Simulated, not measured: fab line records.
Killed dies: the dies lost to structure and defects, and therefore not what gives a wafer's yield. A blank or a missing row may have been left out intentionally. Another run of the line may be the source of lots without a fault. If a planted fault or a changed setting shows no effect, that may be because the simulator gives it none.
fab line records | flow gf180mcu
record: lots: 13 | wafers: 39 | last_day: 34
route steps=602 shown VT_IMPLANT@98 SAB@265 CONTACT@305 M1@321
lots that met no fault: from a run of the same line without faults
start_h: hours from the record's first day to the start of the lot's first wafer shown | wait_h: hours since the lot's step before | " unchanged from the row above | L1.1+2: a single row standing in for several wafers | - either no value or no given start | * or withheld: withheld | < > ~ a bound
route shown NAME@n: NAME is a module with steps in the file, n the number in the route of the first one | usual: mean/standard deviation taken from wafers without a fault | same: alike in all rows | chamber/n: place in a boat | sites: the reading at each site | _std_site: the values' standard deviation | _edge_site: mean of outer sites minus mean of inner sites | radius_mm: for every site, how far away it sits from the centre of the wafer | mask NAME#n: copy n | behind: the tool/chamber that last shaped the wafer | hold: why the lot was held/for how many hours/how that ended | device: the n, p or np transistor that did not switch | end of line: the tests these same wafers got at the end of their route | a step given without rows: its recipe and nothing more | killed: dies lost to structure and defects at the first sort, not the wafer's yield | map: the dies of a wafer, with x for killed, . for not killed, _ for no die there
set.NAME: the run value of the setting; set.NAME@STEP: its run value at that earlier step | model.NAME: the simulator's own value behind a step, which no gauge read
a sample of lots followed through the steps of the route, with each step as a table and each wafer as a row
services: the hour from which a tool's chamber was out of use, counted from the record's first day as start_h (under 0 if before that day), plus the number of hours and why
== steps ==
step: GF_VT_IMPLANT_IMPLANT_08
recipe: species: BF2 | energy_kev: 20 | dose_cm2: 8.29e+12 | tilt_deg: 7
usual: beam_energy_keV: 19.999/0.0073 | dose_ions_cm2: 8.289e+12/8.7e+09 | faraday_current_uA: 46.8/0.97
lot.wafer | tool         | chamber | start_h | wait_h | beam_energy_keV | dose_ions_cm2 | faraday_current_uA
L611.4    | implanter-03 | 0       | 109.61  | 0.1    | 19.990          | 8.271e+12     | 46.7
L611.5    | "            | 0       | "       | "      | 19.985          | 8.282e+12     | 46.5
L611.6    | "            | 0       | "       | "      | 19.992          | 8.297e+12     | 47.8
L612.1    | implanter-03 | 0       | 125.41  | 0.0    | 20.001          | 8.3e+12       | 46.1
L612.3    | "            | 0       | "       | "      | 20.003          | 8.281e+12     | 46.4
L612.5    | "            | 0       | "       | "      | 19.995          | 8.281e+12     | 46.9
L614.2    | implanter-01 | 0       | 132.34  | 0.0    | 19.977          | 8.277e+12     | 46.6
L614.3    | "            | 0       | "       | "      | 19.988          | 8.294e+12     | 47.3
L614.5    | "            | 0       | "       | "      | 19.984          | 8.291e+12     | 46.7
L615.1    | implanter-03 | 0       | 136.89  | 0.0    | 19.992          | 8.297e+12     | 45.0
L615.3    | "            | 0       | "       | "      | 19.991          | 8.285e+12     | 48.2
L615.6    | "            | 0       | "       | "      | 20.011          | 8.294e+12     | 45.9
L618.3    | implanter-03 | 0       | 157.89  | 0.1    | 20.001          | 8.295e+12     | 44.9
L618.4    | "            | 0       | "       | "      | 20.002          | 8.281e+12     | 47.0
L618.5    | "            | 0       | "       | "      | 20.000          | 8.304e+12     | 46.5
L619.2    | implanter-04 | 0       | 167.74  | 0.0    | 20.003          | 8.291e+12     | 47.5
L619.3    | "            | 0       | "       | "      | 20.005          | 8.281e+12     | 47.2
L619.5    | "            | 0       | "       | "      | 20.003          | 8.291e+12     | 48.1
L620.1    | implanter-03 | 0       | 168.59  | 0.0    | 20.003          | 8.296e+12     | 45.3
L620.4    | "            | 0       | "       | "      | 20.007          | 8.288e+12     | 45.3
L620.6    | "            | 0       | "       | "      | 20.004          | 8.287e+12     | 47.7
L623.1    | implanter-04 | 0       | 185.89  | 0.0    | 20.001          | 8.29e+12      | 46.7
L623.2    | "            | 0       | "       | "      | 19.995          | 8.292e+12     | 44.8
L623.6    | "            | 0       | "       | "      | 20.000          | 8.27e+12      | 47.1
L624.1    | implanter-03 | 0       | 196.03  | 0.0    | 20.003          | 8.285e+12     | 47.6
L624.5    | "            | 0       | "       | "      | 20.002          | 8.297e+12     | 45.8
L624.6    | "            | 0       | "       | "      | 20.007          | 8.283e+12     | 46.7
L625.1    | implanter-04 | 0       | 201.33  | 0.0    | 19.990          | 9.264e+12     | 54.1
L625.2    | "            | 0       | "       | "      | 19.990          | 9.251e+12     | 52.2
L625.5    | "            | 0       | "       | "      | 19.996          | 9.27e+12      | 51.9
L627.1    | implanter-04 | 0       | 207.76  | 0.0    | 20.001          | 9.258e+12     | 51.4
L627.5    | "            | 0       | "       | "      | 20.013          | 9.264e+12     | 53.1
L627.6    | "            | 0       | "       | "      | 20.011          | 9.244e+12     | 52.1
L629.2    | implanter-03 | 0       | 229.94  | 0.0    | 19.996          | 8.29e+12      | 45.6
L629.3    | "            | 0       | "       | "      | 20.000          | 8.304e+12     | 47.4
L629.5    | "            | 0       | "       | "      | 19.994          | 8.29e+12      | 47.9
L633.1    | implanter-01 | 0       | 244.28  | 0.0    | 19.997          | 8.291e+12     | 48.1
L633.4    | "            | 0       | "       | "      | 20.004          | 8.29e+12      | 48.6
L633.6    | "            | 0       | "       | "      | 20.012          | 8.289e+12     | 48.0
step: GF_VT_IMPLANT_TW_MEAS_10
usual: VT_IMPLANT_TW: 560.0/2.4
lot.wafer | tool          | chamber | start_h | wait_h | hold                     | VT_IMPLANT_TW
L611.4    | film_metro-03 | -       | 109.81  | 0.1    | -                        | 560.4
L611.5    | "             | -       | "       | "      | -                        | 561.1
L611.6    | "             | -       | "       | "      | -                        | 558.8
L612.1    | film_metro-04 | -       | 125.66  | 0.1    | -                        | 561.1
L612.3    | "             | -       | "       | "      | -                        | 560.8
L612.5    | "             | -       | "       | "      | -                        | 558.7
L614.2    | film_metro-03 | -       | 132.57  | 0.1    | -                        | 562.3
L614.3    | "             | -       | "       | "      | -                        | 558.3
L614.5    | "             | -       | "       | "      | -                        | 557.7
L615.1    | film_metro-03 | -       | 137.14  | 0.1    | -                        | 557.8
L615.3    | "             | -       | "       | "      | -                        | 557.0
L615.6    | "             | -       | "       | "      | -                        | 557.8
L618.3    | film_metro-04 | -       | 158.11  | 0.1    | -                        | 561.1
L618.4    | "             | -       | "       | "      | -                        | 562.6
L618.5    | "             | -       | "       | "      | -                        | 560.7
L619.2    | film_metro-01 | -       | 167.97  | 0.1    | -                        | 553.7
L619.3    | "             | -       | "       | "      | -                        | 553.5
L619.5    | "             | -       | "       | "      | -                        | 555.5
L620.1    | film_metro-04 | -       | 168.84  | 0.1    | -                        | 556.6
L620.4    | "             | -       | "       | "      | -                        | 560.9
L620.6    | "             | -       | "       | "      | -                        | 559.2
L623.1    | film_metro-03 | -       | 186.14  | 0.1    | -                        | 558.7
L623.2    | "             | -       | "       | "      | -                        | 558.4
L623.6    | "             | -       | "       | "      | -                        | 555.8
L624.1    | film_metro-03 | -       | 196.28  | 0.1    | -                        | 562.9
L624.5    | "             | -       | "       | "      | -                        | 563.1
L624.6    | "             | -       | "       | "      | -                        | 561.4
L625.1    | film_metro-03 | -       | 201.58  | 0.1    | await_dispo/0.2h/release | 580.8
L625.2    | "             | -       | "       | "      | await_dispo/0.2h/release | 583.3
L625.5    | "             | -       | "       | "      | await_dispo/0.2h/release | 584.0
L625.1    | film_metro-03 | -       | 201.81  | 0.2    | -                        | 579.0
L625.2    | "             | -       | "       | "      | -                        | 581.6
L625.5    | "             | -       | "       | "      | -                        | 580.0
L627.1    | film_metro-03 | -       | 208.01  | 0.1    | await_dispo/0.2h/release | 582.1
L627.5    | "             | -       | "       | "      | await_dispo/0.2h/release | 581.6
L627.6    | "             | -       | "       | "      | await_dispo/0.2h/release | 579.5
L627.1    | film_metro-03 | -       | 208.24  | 0.2    | -                        | 578.3
L627.5    | "             | -       | "       | "      | -                        | 579.4
L627.6    | "             | -       | "       | "      | -                        | 582.2
L629.2    | film_metro-01 | -       | 230.17  | 0.1    | -                        | 561.1
L629.3    | "             | -       | "       | "      | -                        | 561.9
L629.5    | "             | -       | "       | "      | -                        | 564.1
L633.1    | film_metro-04 | -       | 244.53  | 0.1    | -                        | 559.5
L633.4    | "             | -       | "       | "      | -                        | 562.3
L633.6    | "             | -       | "       | "      | -                        | 563.2
step: GF_SAB_THK_MEAS_01
recipe: reads: SiO2_of_SAB_CVD_00
usual: SAB_CVD_00_THK: 49.7/0.8
lot.wafer | tool          | chamber | start_h | wait_h | SAB_CVD_00_THK[nm]
L611.4    | film_metro-02 | -       | 308.63  | 0.0    | 50.8
L611.5    | "             | -       | "       | "      | 50.3
L611.6    | "             | -       | "       | "      | 50.0
L612.1    | film_metro-03 | -       | 339.61  | 0.0    | 49.3
L612.3    | "             | -       | "       | "      | 49.8
L612.5    | "             | -       | "       | "      | 49.8
L614.2    | film_metro-04 | -       | 348.78  | 0.0    | 48.9
L614.3    | "             | -       | "       | "      | 50.1
L614.5    | "             | -       | "       | "      | 50.5
L615.1    | film_metro-04 | -       | 355.51  | 0.0    | 47.7
L615.3    | "             | -       | "       | "      | 48.0
L615.6    | "             | -       | "       | "      | 48.6
L618.3    | film_metro-03 | -       | 380.84  | 0.0    | 50.6
L618.4    | "             | -       | "       | "      | 51.2
L618.5    | "             | -       | "       | "      | 50.8
L620.1    | film_metro-04 | -       | 399.00  | 0.0    | 49.1
L620.4    | "             | -       | "       | "      | 49.5
L620.6    | "             | -       | "       | "      | 49.4
L619.2    | film_metro-03 | -       | 399.33  | 0.0    | 49.4
L619.3    | "             | -       | "       | "      | 48.8
L619.5    | "             | -       | "       | "      | 49.8
L623.1    | film_metro-02 | -       | 416.37  | 0.0    | 49.4
L623.2    | "             | -       | "       | "      | 48.7
L623.6    | "             | -       | "       | "      | 51.2
L624.1    | film_metro-03 | -       | 436.25  | 0.0    | 50.1
L624.5    | "             | -       | "       | "      | 48.9
L624.6    | "             | -       | "       | "      | 49.3
L625.1    | film_metro-04 | -       | 440.32  | 0.0    | 49.5
L625.2    | "             | -       | "       | "      | 49.1
L625.5    | "             | -       | "       | "      | 50.7
L627.1    | film_metro-04 | -       | 452.30  | 0.0    | 50.2
L627.5    | "             | -       | "       | "      | 49.1
L627.6    | "             | -       | "       | "      | 49.4
L629.2    | film_metro-02 | -       | 483.38  | 0.0    | 48.6
L629.3    | "             | -       | "       | "      | 49.4
L629.5    | "             | -       | "       | "      | 49.5
L633.1    | film_metro-03 | -       | 504.50  | 0.0    | 49.3
L633.4    | "             | -       | "       | "      | 48.8
L633.6    | "             | -       | "       | "      | 50.0
step: GF_CONTACT_STRIP_18
recipe: chemistry: O2/N2 | power_w: 1400 | pressure_mtorr: 1500 | platen_temp_c: 250 | o2_flow_sccm: 3000 | n2_flow_sccm: 300 | overash_fraction: 0.5
usual: drypump_motor_current_A: 5.6/0.39 | heater_power_w: 323/27 | oes_product_au: 0.579/0.0051
lot.wafer | tool            | chamber | start_h | wait_h | drypump_motor_current_A | heater_power_w | oes_product_au | rf_hours_counter_h
L611.4    | plasma_asher-04 | 1       | 353.48  | -      | 5.6                     | 306            | 0.576          | -
L611.5    | "               | 1       | "       | "      | 5.5                     | 307            | 0.581          | -
L611.6    | "               | 0       | "       | "      | 5.2                     | 321            | 0.589          | -
L612.1    | plasma_asher-04 | 0       | 384.69  | -      | 5.2                     | 321            | 0.576          | 26
L612.3    | "               | 1       | "       | "      | 5.5                     | 303            | 0.585          | -
L612.5    | "               | 1       | "       | "      | 5.5                     | 303            | 0.584          | -
L614.2    | plasma_asher-04 | 1       | 394.63  | -      | 5.5                     | 299            | 0.573          | 27
L614.3    | "               | 0       | "       | "      | 5.2                     | 323            | 0.582          | -
L614.5    | "               | 1       | "       | "      | 5.6                     | 308            | 0.578          | -
L615.1    | plasma_asher-04 | 1       | 401.69  | -      | 5.6                     | 302            | 0.593          | 28
L615.3    | "               | 0       | "       | "      | 5.2                     | 323            | 0.583          | -
L615.6    | "               | 0       | "       | "      | 5.2                     | 320            | 0.584          | -
L618.3    | plasma_asher-03 | 1       | 429.47  | -      | 6.0                     | 359            | 0.590          | -
L618.4    | "               | 0       | "       | "      | 6.8                     | 372            | 0.576          | -
L618.5    | "               | 1       | "       | "      | 5.9                     | 365            | 0.582          | -
L620.1    | plasma_asher-01 | 1       | 447.98  | -      | 5.6                     | 364            | 0.579          | 0
L620.4    | "               | 0       | "       | "      | 6.0                     | 285            | 0.574          | -
L620.6    | "               | 0       | "       | "      | 6.0                     | 287            | 0.580          | -
L619.2    | plasma_asher-01 | 0       | 450.18  | -      | 6.0                     | 282            | 0.573          | 0
L619.3    | "               | 1       | "       | "      | 5.6                     | 363            | 0.570          | -
L619.5    | "               | 1       | "       | "      | 5.6                     | 360            | 0.583          | -
L623.1    | plasma_asher-01 | 1       | 467.53  | -      | 5.6                     | 361            | 0.577          | 2
L623.2    | "               | 0       | "       | "      | 6.0                     | 280            | 0.583          | 2
L623.6    | "               | 1       | "       | "      | 5.6                     | 370            | 0.583          | -
L624.1    | plasma_asher-01 | 0       | 486.19  | -      | 6.0                     | 273            | 0.586          | 4
L624.5    | "               | 0       | "       | "      | 6.0                     | 281            | 0.583          | -
L624.6    | "               | 1       | "       | "      | 5.7                     | 349            | 0.581          | -
L625.1    | plasma_asher-04 | 0       | 491.43  | -      | 5.2                     | 324            | 0.583          | 38
L625.2    | "               | 1       | "       | "      | 5.6                     | 309            | 0.581          | 38
L625.5    | "               | 1       | "       | "      | 5.6                     | 307            | 0.573          | -
L627.1    | plasma_asher-04 | 1       | 502.41  | -      | 5.6                     | 300            | 0.583          | 39
L627.5    | "               | 1       | "       | "      | 5.6                     | 303            | 0.571          | -
L627.6    | "               | 0       | "       | "      | 5.2                     | 320            | 0.579          | -
L629.2    | plasma_asher-04 | 1       | 532.01  | -      | 5.5                     | 310            | 0.575          | 42
L629.3    | "               | 0       | "       | "      | 5.2                     | 326            | 0.575          | -
L629.5    | "               | 0       | "       | "      | 5.2                     | 322            | 0.573          | -
L633.1    | plasma_asher-04 | 1       | 551.24  | -      | 5.6                     | 310            | 0.584          | 44
L633.4    | "               | 0       | "       | "      | 5.3                     | 328            | 0.583          | -
L633.6    | "               | 0       | "       | "      | 5.2                     | 330            | 0.579          | -
step: GF_M1_THK_MEAS_06
recipe: thk_meas_gauge: xrf | reads: AlCu_of_M1_SPUTTER_02
usual: M1_ALCU_THK: 454/7.1
lot.wafer | tool          | chamber | start_h | wait_h | M1_ALCU_THK[nm]
L611.4    | film_metro-04 | -       | 354.79  | 0.1    | 451
L611.5    | "             | -       | "       | "      | 447
L611.6    | "             | -       | "       | "      | 449
L612.1    | film_metro-04 | -       | 386.14  | 0.1    | 456
L612.3    | "             | -       | "       | "      | 450
L612.5    | "             | -       | "       | "      | 452
L614.2    | film_metro-03 | -       | 395.98  | 0.1    | 457
L614.3    | "             | -       | "       | "      | 458
L614.5    | "             | -       | "       | "      | 462
L615.1    | film_metro-04 | -       | 403.23  | 0.1    | 453
L615.3    | "             | -       | "       | "      | 457
L615.6    | "             | -       | "       | "      | 438
L618.3    | film_metro-01 | -       | 430.78  | 0.1    | 451
L618.4    | "             | -       | "       | "      | 452
L618.5    | "             | -       | "       | "      | 451
L620.1    | film_metro-04 | -       | 449.30  | 0.1    | 450
L620.4    | "             | -       | "       | "      | 441
L620.6    | "             | -       | "       | "      | 450
L619.2    | film_metro-04 | -       | 451.51  | 0.1    | 451
L619.3    | "             | -       | "       | "      | 454
L619.5    | "             | -       | "       | "      | 456
L623.1    | film_metro-01 | -       | 468.95  | 0.1    | 456
L623.2    | "             | -       | "       | "      | 464
L623.6    | "             | -       | "       | "      | 466
L624.1    | film_metro-04 | -       | 487.52  | 0.1    | 458
L624.5    | "             | -       | "       | "      | 449
L624.6    | "             | -       | "       | "      | 458
L625.1    | film_metro-04 | -       | 492.87  | 0.1    | 441
L625.2    | "             | -       | "       | "      | 455
L625.5    | "             | -       | "       | "      | 455
L627.1    | film_metro-01 | -       | 503.94  | 0.1    | 455
L627.5    | "             | -       | "       | "      | 464
L627.6    | "             | -       | "       | "      | 467
L629.2    | film_metro-01 | -       | 533.47  | 0.1    | 458
L629.3    | "             | -       | "       | "      | 455
L629.5    | "             | -       | "       | "      | 464
L633.1    | film_metro-03 | -       | 552.79  | 0.1    | 454
L633.4    | "             | -       | "       | "      | 448
L633.6    | "             | -       | "       | "      | 456
== services ==
tool            | chamber | start_h | hours | kind
implanter-03    | -       | 101.67  | 2.9   | repair
plasma_asher-04 | -       | 108.75  | 9.0   | pm
implanter-04    | -       | 109.14  | 4.3   | repair
implanter-04    | -       | 127.87  | 9.3   | pm
implanter-03    | -       | 131.51  | 4.0   | pm
plasma_asher-04 | -       | 131.59  | 2.0   | repair
plasma_asher-01 | -       | 169.55  | 4.5   | repair
implanter-04    | -       | 227.20  | 1.2   | repair
implanter-04    | -       | 231.72  | 5.5   | pm
implanter-03    | -       | 241.30  | 3.0   | repair
implanter-03    | -       | 261.71  | 3.3   | repair
implanter-04    | -       | 288.80  | 1.2   | repair
implanter-03    | -       | 289.49  | 3.8   | repair
plasma_asher-01 | -       | 326.86  | 2.8   | pm
plasma_asher-04 | -       | 335.15  | 6.6   | repair
implanter-03    | -       | 338.21  | 2.4   | pm
implanter-03    | -       | 368.73  | 5.0   | repair
implanter-04    | -       | 368.77  | 21.0  | pm
plasma_asher-01 | -       | 397.82  | 7.4   | repair
plasma_asher-01 | -       | 421.25  | 9.0   | pm
implanter-04    | -       | 425.60  | 197.3 | pm
implanter-03    | -       | 475.28  | 2.2   | repair
implanter-03    | -       | 501.82  | 1.9   | repair
implanter-03    | -       | 543.38  | 14.1  | repair
== key ==
first_sign: step: GF_VT_IMPLANT_IMPLANT_08 | reading: dose_ions_cm2 | direction: up | sigmas: 99+ | usual: 8.289e+12 | struck: 9.259e+12
effect: step: GF_VT_IMPLANT_IMPLANT_08 | reading: faraday_current_uA | direction: up | sigmas: 5.8 | usual: 46.8 | struck: 52.5
effect: step: GF_VT_IMPLANT_TW_MEAS_10 | reading: visit | direction: added
effect: step: GF_VT_IMPLANT_TW_MEAS_10 | reading: VT_IMPLANT_TW | direction: up | sigmas: 9.2 | usual: 560.0 | struck: 581.9
met_at GF_VT_IMPLANT_IMPLANT_08
struck_lots L625,L627
tester_left_out L625,L627
not_acting_at GF_SAB_THK_MEAS_01,GF_CONTACT_STRIP_18,GF_M1_THK_MEAS_06
onset_between 185.89 201.33
fault: kind: process_parameter_drift | tool: implanter-04 | chamber: - | onset_h: 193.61 | steps: GF_VT_IMPLANT_IMPLANT_08 | channel: dose_cm2 | offset: 9.6204e+11 | shape: step | end_h: 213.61 | acts_in: these_recipes_only | stated: 8.29e+12
tester_left_out: of these lots the tester's yield and bins aren't shown, on N5 and GAA mostly nor the transistor test; their killed dies are dies lost to structure and defects alone, not to doping, threshold or leakage, so they don't give the yield
